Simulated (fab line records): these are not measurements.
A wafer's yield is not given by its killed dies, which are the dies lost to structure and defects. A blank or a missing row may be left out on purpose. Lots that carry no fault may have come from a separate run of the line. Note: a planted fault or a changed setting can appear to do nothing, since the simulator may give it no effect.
The tool behind it: which one?    flow sfqLine    42 wafers from 14 lots sampled at 4 of the route's 325 steps

## WHAT THE GAUGES SHOWED, per wafer
SFQ_M8_THK_MEAS_950: measures by xrf. Usual: M8_AU_THK 177.1 nm, standard deviation 2.5.
lot   measured      on            M8_AU_THK (nm)     flag
L984  day 81 11:44  filmMetro-01  175.9 177.6 179.2  
L986  day 81 18:54  filmMetro-01  176.5 177.1 174.8  
L987  day 81 20:04  filmMetro-01  178.2 177.0 178.0  
L994  day 84 12:15  filmMetro-01  177.7 176.9 175.3  
L995  day 84 14:49  filmMetro-04  179.2 178.9 179.5  
L996  day 84 22:57  filmMetro-04  177.9 176.4 178.5  
L997  day 85 02:07  filmMetro-04  179.6 177.8 177.5  
L998  day 85 04:58  filmMetro-01  178.3 179.1 177.1  
L100  day 87 23:56  filmMetro-01  176.5 177.5 177.2  
L101  day 88 05:47  filmMetro-04  175.9 177.7 176.5  
L102  day 91 14:19  filmMetro-04  178.7 180.8 178.3  
L103  day 91 16:43  filmMetro-01  179.6 179.6 178.6  
L104  day 91 21:34  filmMetro-01  181.8 182.7 183.7  
L105  day 91 23:54  filmMetro-02  176.3 178.2 178.3  

## WHAT TOOL EACH LOT RAN ON (gives the tool, then ch and the chambers of the sampled wafers, and finally the start)
lot   SFQ_TRILAYER_L0_VIA_LITHO_DEVELOP_015  SFQ_TRILAYER_I3_VIA_STRIP_STRIP_089  SFQ_TRILAYER_M5_STRIP_STRIP_127
L984  lithoTrack-01 ch 0, day 9 11:41        rieMetal-03 ch 0,1, day 45 18:34     rieMetal-02 ch 0,1, day 57 19:49
L986  lithoTrack-02 ch 0, day 9 22:31        rieMetal-03 ch 0,1, day 45 23:22     rieMetal-03 ch 0,1, day 57 23:25
L987  lithoTrack-03 ch 0, day 10 03:22       rieMetal-01 ch 0,1, day 46 02:46     rieMetal-03 ch 0,1, day 58 01:37
L994  lithoTrack-01, day 11 10:43            rieMetal-03 ch 0, day 48 12:18       rieMetal-02 ch 0,1, day 60 22:46
L995  lithoTrack-02, day 11 17:56            rieMetal-01 ch 0,1, day 49 01:45     rieMetal-03 ch 0,1, day 61 00:10
L996  lithoTrack-02 ch 0, day 12 04:49       rieMetal-02 ch 0,1, day 49 12:21     rieMetal-02 ch 0,1, day 61 03:34
L997  lithoTrack-02 ch 0, day 12 14:25       rieMetal-02 ch 0,1, day 49 14:45     rieMetal-02 ch 0,1, day 61 08:29
L998  lithoTrack-01 ch 0, day 12 21:38       rieMetal-03 ch 0, day 50 06:21       rieMetal-02 ch 0,1, day 61 13:17
L100  lithoTrack-01 ch 0, day 13 15:37       rieMetal-03 ch 1, day 50 20:45       rieMetal-03 ch 0,1, day 61 23:01
L101  lithoTrack-03 ch 0, day 13 16:49       rieMetal-02 ch 0,1, day 51 01:33     rieMetal-02 ch 0,1, day 62 08:37
L102  lithoTrack-02 ch 0, day 14 02:34       rieMetal-03 ch 0,1, day 51 07:33     rieMetal-01 ch 0,1, day 62 23:01
L103  lithoTrack-01 ch 0, day 14 18:10       rieMetal-01 ch 0,1, day 51 15:57     rieMetal-03 ch 0,1, day 63 07:40
L104  lithoTrack-03 ch 0, day 14 23:46       rieMetal-03 ch 0,1, day 51 17:09     rieMetal-03 ch 0,1, day 63 16:04
L105  lithoTrack-02 ch 0, day 15 10:33       rieMetal-01 ch 0,1, day 52 17:05     rieMetal-01 ch 0,1, day 63 20:23
- SFQ_TRILAYER_L0_VIA_LITHO_DEVELOP_015: time 60 s.
- SFQ_TRILAYER_I3_VIA_STRIP_STRIP_089: strips in O2.
- SFQ_TRILAYER_M5_STRIP_STRIP_127: strips in O2.

## WHAT THE TOOLS THEMSELVES READ (means of the sampled wafers that have a number; where no wafer has one, the mark that the record gives instead)
SFQ_TRILAYER_L0_VIA_LITHO_DEVELOP_015. Usual: chillPlateTempC 22.99 C, standard deviation 0.12; exhaustPa 45.1 Pa, standard deviation 0.85.
lot   tool           chillPlateTempC (C)  exhaustPa (Pa)  flag
L984  lithoTrack-01  23.12                45.0            
L986  lithoTrack-02  23.11                46.7            
L987  lithoTrack-03  23.01                44.6            
L994  lithoTrack-01  -                    -               OFF
L995  lithoTrack-02  -                    -               OFF
L996  lithoTrack-02  22.88                44.8            
L997  lithoTrack-02  22.85                44.3            
L998  lithoTrack-01  22.99                45.8            
L100  lithoTrack-01  22.77                45.1            
L101  lithoTrack-03  23.01                44.5            
L102  lithoTrack-02  23.03                45.0            
L103  lithoTrack-01  23.05                45.2            
L104  lithoTrack-03  23.02                44.4            
L105  lithoTrack-02  23.03                45.9            

SFQ_TRILAYER_I3_VIA_STRIP_STRIP_089. Usual: drypumpMotorCurrentA 5.7 A, standard deviation 0.53; oesProductAu 0.997 a.u., standard deviation 0.0093.
lot   tool         drypumpMotorCurrentA (A)  oesProductAu (a.u.)  flag
L984  rieMetal-03  5.4                       0.997                
L986  rieMetal-03  5.4                       0.989                
L987  rieMetal-01  6.2                       1.002                
L994  rieMetal-03  5.5                       1.001                
L995  rieMetal-01  5.8                       0.989                
L996  rieMetal-02  5.9                       1.004                
L997  rieMetal-02  5.9                       1.004                
L998  rieMetal-03  5.5                       0.986                
L100  rieMetal-03  5.2                       0.991                
L101  rieMetal-02  5.5                       1.006                
L102  rieMetal-03  5.3                       0.997                
L103  rieMetal-01  5.9                       0.998                
L104  rieMetal-03  5.4                       1.006                
L105  rieMetal-01  5.9                       1.000                

SFQ_TRILAYER_M5_STRIP_STRIP_127. Usual: drypumpMotorCurrentA 5.6 A, standard deviation 0.56; oesProductAu 0.999 a.u., standard deviation 0.0091.
lot   tool         drypumpMotorCurrentA (A)  oesProductAu (a.u.)  flag
L984  rieMetal-02  5.5                       0.998                
L986  rieMetal-03  5.4                       0.999                
L987  rieMetal-03  5.3                       0.996                
L994  rieMetal-02  5.9                       1.005                
L995  rieMetal-03  5.3                       0.987                
L996  rieMetal-02  5.5                       1.004                
L997  rieMetal-02  5.9                       1.007                
L998  rieMetal-02  5.5                       1.010                
L100  rieMetal-03  5.4                       1.002                
L101  rieMetal-02  5.5                       1.003                
L102  rieMetal-01  6.2                       0.994                
L103  rieMetal-03  5.3                       0.989                
L104  rieMetal-03  5.4                       0.993                
L105  rieMetal-01  5.9                       0.989                

## THE ANSWER, worked out from the rows above alone
Rule: lot off if the mean of its wafers having a number is beyond 3 standard deviations from the usual mean. A lot without any number at a reading at which 4 lots or more have one is off too. All remaining lots with rows at the step are treated as sound. The gauges are gone through in route order, then the tools' own readings, and for those a lot's mean is taken as printed above. The first step at which some lot is off is used, and at that step the reading that is off furthest; a lot without a number counts as furthest.
Off at SFQ_TRILAYER_L0_VIA_LITHO_DEVELOP_015 (chillPlateTempC): L994, L995. Without a number there: L994, L995.
A tool fits if, at that step or a process step before it, it ran every lot that is off, and no sound lot after the first of them. Not one of the candidates tried fits.

## WHAT HAD BEEN PUT IN BY THE SIMULATOR
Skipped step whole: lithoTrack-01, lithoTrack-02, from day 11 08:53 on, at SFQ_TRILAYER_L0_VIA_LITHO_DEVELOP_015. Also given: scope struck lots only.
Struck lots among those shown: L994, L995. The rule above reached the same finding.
